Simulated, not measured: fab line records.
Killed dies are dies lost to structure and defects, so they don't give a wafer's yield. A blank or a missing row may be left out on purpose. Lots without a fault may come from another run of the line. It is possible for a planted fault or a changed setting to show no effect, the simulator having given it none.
What tool caused it? + flow gf180mcu + Sampling: 15 lots, 45 wafers, 4 of 602 route steps

## WHAT THE GAUGES READ, wafer by wafer
GF_HV_LDD_TW_MEAS_23.
| lot  | measured     | on            | HV_LDD_2_TW    |
|------|--------------|---------------|----------------|
| L213 | day 11 00:53 | film-metro-01 | 1077 1075 1071 |
| L214 | day 11 08:17 | film-metro-03 | 1057 1063 1062 |
| L215 | day 11 15:22 | film-metro-02 | 1044 1043 1046 |
| L219 | day 12 21:45 | film-metro-03 | 1059 1062 1070 |
| L221 | day 14 00:07 | film-metro-03 | 1063 1059 1065 |
| L223 | day 14 12:47 | film-metro-02 | 1050 1049 1051 |
| L224 | day 14 20:26 | film-metro-03 | 1053 1061 1061 |
| L225 | day 15 03:02 | film-metro-02 | 1047 1049 1050 |
| L227 | day 15 16:12 | film-metro-02 | 1042 1038 1042 |
| L228 | day 16 02:53 | film-metro-02 | 1039 1041 1047 |
| L231 | day 16 18:38 | film-metro-03 | 1066 1061 1059 |
| L232 | day 17 01:20 | film-metro-03 | 1067 1067 1063 |
| L233 | day 17 09:44 | film-metro-03 | 1072 1068 1071 |
| L234 | day 17 15:47 | film-metro-01 | 1069 1071 1069 |
| L235 | day 18 04:26 | film-metro-03 | 1064 1061 1066 |

GF_NSD_CD_MEAS_07: the cd target is 400 nm.
| lot  | measured     | on        | cd-nm (nm)        |
|------|--------------|-----------|-------------------|
| L213 | day 13 13:31 | cd-sem-02 | 401.9 399.4 403.3 |
| L214 | day 13 22:07 | cd-sem-02 | 400.3 399.0 399.3 |
| L215 | day 14 06:42 | cd-sem-02 | 401.5 402.6 400.7 |
| L219 | day 15 18:32 | cd-sem-01 | 401.9 401.5 399.9 |
| L221 | day 16 22:55 | cd-sem-01 | 398.0 399.0 397.6 |
| L223 | day 17 10:16 | cd-sem-02 | 401.2 402.1       |
| L224 | day 17 17:57 | cd-sem-02 | 401.5 402.4       |
| L225 | day 18 01:35 | cd-sem-01 | 400.8 397.3       |
| L227 | day 18 16:58 | cd-sem-02 | 402.1 403.1 403.2 |
| L228 | day 19 04:37 | cd-sem-01 | 401.0 400.3 400.4 |
| L231 | day 19 20:58 | cd-sem-02 | 401.5 401.2 401.1 |
| L232 | day 20 03:40 | cd-sem-01 | 397.7 397.6 400.6 |
| L233 | day 20 12:33 | cd-sem-02 | 401.6 400.1 402.1 |
| L234 | day 20 19:35 | cd-sem-01 | 399.2 398.4 399.5 |
| L235 | day 21 07:41 | cd-sem-02 | 400.3 401.3 399.9 |

GF_NSD_TW_MEAS_12.
| lot  | measured     | on            | NSD_TW         |
|------|--------------|---------------|----------------|
| L213 | day 13 14:05 | film-metro-04 | 4251 4239 4220 |
| L214 | day 13 22:41 | film-metro-04 | 4214 4241 4219 |
| L215 | day 14 07:14 | film-metro-03 | 4274 4256 4258 |
| L219 | day 15 19:05 | film-metro-03 | 4284 4328 4290 |
| L221 | day 16 23:29 | film-metro-03 | 4299 4300 4316 |
| L223 | day 17 10:48 | film-metro-01 | 4308 4327      |
| L224 | day 17 18:30 | film-metro-04 | 4246 4237      |
| L225 | day 18 02:08 | film-metro-01 | 4300 4291      |
| L227 | day 18 17:30 | film-metro-04 | 4235 4244 4241 |
| L228 | day 19 05:10 | film-metro-03 | 4284 4273 4284 |
| L231 | day 19 21:31 | film-metro-04 | 4253 4230 4237 |
| L232 | day 20 04:13 | film-metro-03 | 4272 4269 4290 |
| L233 | day 20 13:06 | film-metro-01 | 4305 4321 4284 |
| L234 | day 20 20:08 | film-metro-04 | 4238 4238 4239 |
| L235 | day 21 08:14 | film-metro-01 | 4281 4285 4314 |

## TOOL THAT RAN EACH LOT (tool first, then ch and the chambers of the sampled wafers, then the start)
| lot  | GF_HV_LDD_ETCHBACK_58              |
|------|------------------------------------|
| L213 | rie-diel-03 ch 1,2,3, day 12 18:11 |
| L214 | rie-diel-03 ch 0,2,3, day 13 02:00 |
| L215 | rie-diel-01 ch 0,2, day 13 09:50   |
| L219 | rie-diel-01 ch 0,2,3, day 14 21:20 |
| L221 | rie-diel-02 ch 1,2,3, day 16 00:44 |
| L223 | rie-diel-02 ch 0,1, day 16 12:05   |
| L224 | rie-diel-02 ch 0,1, day 16 18:47   |
| L225 | rie-diel-02 ch 0,1, day 17 02:29   |
| L227 | rie-diel-01 ch 2,3, day 17 17:23   |
| L228 | rie-diel-01 ch 0,1,2, day 18 05:16 |
| L231 | rie-diel-03 ch 0,1,2, day 18 20:57 |
| L232 | rie-diel-02 ch 0,1,3, day 19 03:50 |
| L233 | rie-diel-02 ch 0,1,2, day 19 12:38 |
| L234 | rie-diel-03 ch 0,1,2, day 19 19:17 |
| L235 | rie-diel-01 ch 1,2, day 20 07:44   |
- GF_HV_LDD_ETCHBACK_58: etches Si3N4 in CH3F/O2, stops on SiO2, time 100 s, target depth 90 nm.

## AS READ BY THE TOOLS THEMSELVES (means over the sampled wafers that have a number; for cases with no such wafer, the mark the record gives instead)
GF_HV_LDD_ETCHBACK_58.
| lot  | tool        | drypump-motor-current-A (A) | oes-product-au (a.u.) | throttle-valve-pct (%) |
|------|-------------|-----------------------------|-----------------------|------------------------|
| L213 | rie-diel-03 | 5.7                         | 0.846                 | 10.560                 |
| L214 | rie-diel-03 | 5.9                         | 0.834                 | 10.569                 |
| L215 | rie-diel-01 | 6.1                         | 0.843                 | 10.558                 |
| L219 | rie-diel-01 | 6.0                         | 0.834                 | 10.571                 |
| L221 | rie-diel-02 | 5.9                         | 0.841                 | 10.550                 |
| L223 | rie-diel-02 | 6.0                         | 0.825                 | 10.556                 |
| L224 | rie-diel-02 | 6.0                         | 0.829                 | 10.548                 |
| L225 | rie-diel-02 | 6.0                         | 0.820                 | 10.557                 |
| L227 | rie-diel-01 | 5.8                         | 0.851                 | 10.564                 |
| L228 | rie-diel-01 | 6.1                         | 0.847                 | 10.565                 |
| L231 | rie-diel-03 | 5.6                         | 0.841                 | 10.567                 |
| L232 | rie-diel-02 | 5.8                         | 0.851                 | 10.566                 |
| L233 | rie-diel-02 | 5.9                         | 0.834                 | 10.556                 |
| L234 | rie-diel-03 | 5.6                         | 0.843                 | 10.554                 |
| L235 | rie-diel-01 | 6.0                         | 0.840                 | 10.556                 |

## THE ANSWER, worked out from the rows above alone
Rule: usual is defined by the lots themselves. Put in order of their means at a reading, lots are off if they are a third of the lots or fewer, leave a main group of 4 or more, and stand apart from it by a gap of 3 or more times the standard deviation of the main group's means; of several such gaps the widest counts. The tables above print the reading to a certain number of digits; a main group whose means all agree to those digits is not used. Also off: a lot with no number at a reading for which 4 or more lots have one. Any other lot the step has rows for is counted as sound. The gauges are gone through in route order, then the tools' own readings, and for those a lot's mean is taken as printed above. The first step at which some lot is off is used, and at that step the reading that is off furthest; a lot without a number counts as furthest.
No lot is off at any reading shown: from this, nothing can be told.

## WHAT HAD BEEN PUT IN BY THE SIMULATOR
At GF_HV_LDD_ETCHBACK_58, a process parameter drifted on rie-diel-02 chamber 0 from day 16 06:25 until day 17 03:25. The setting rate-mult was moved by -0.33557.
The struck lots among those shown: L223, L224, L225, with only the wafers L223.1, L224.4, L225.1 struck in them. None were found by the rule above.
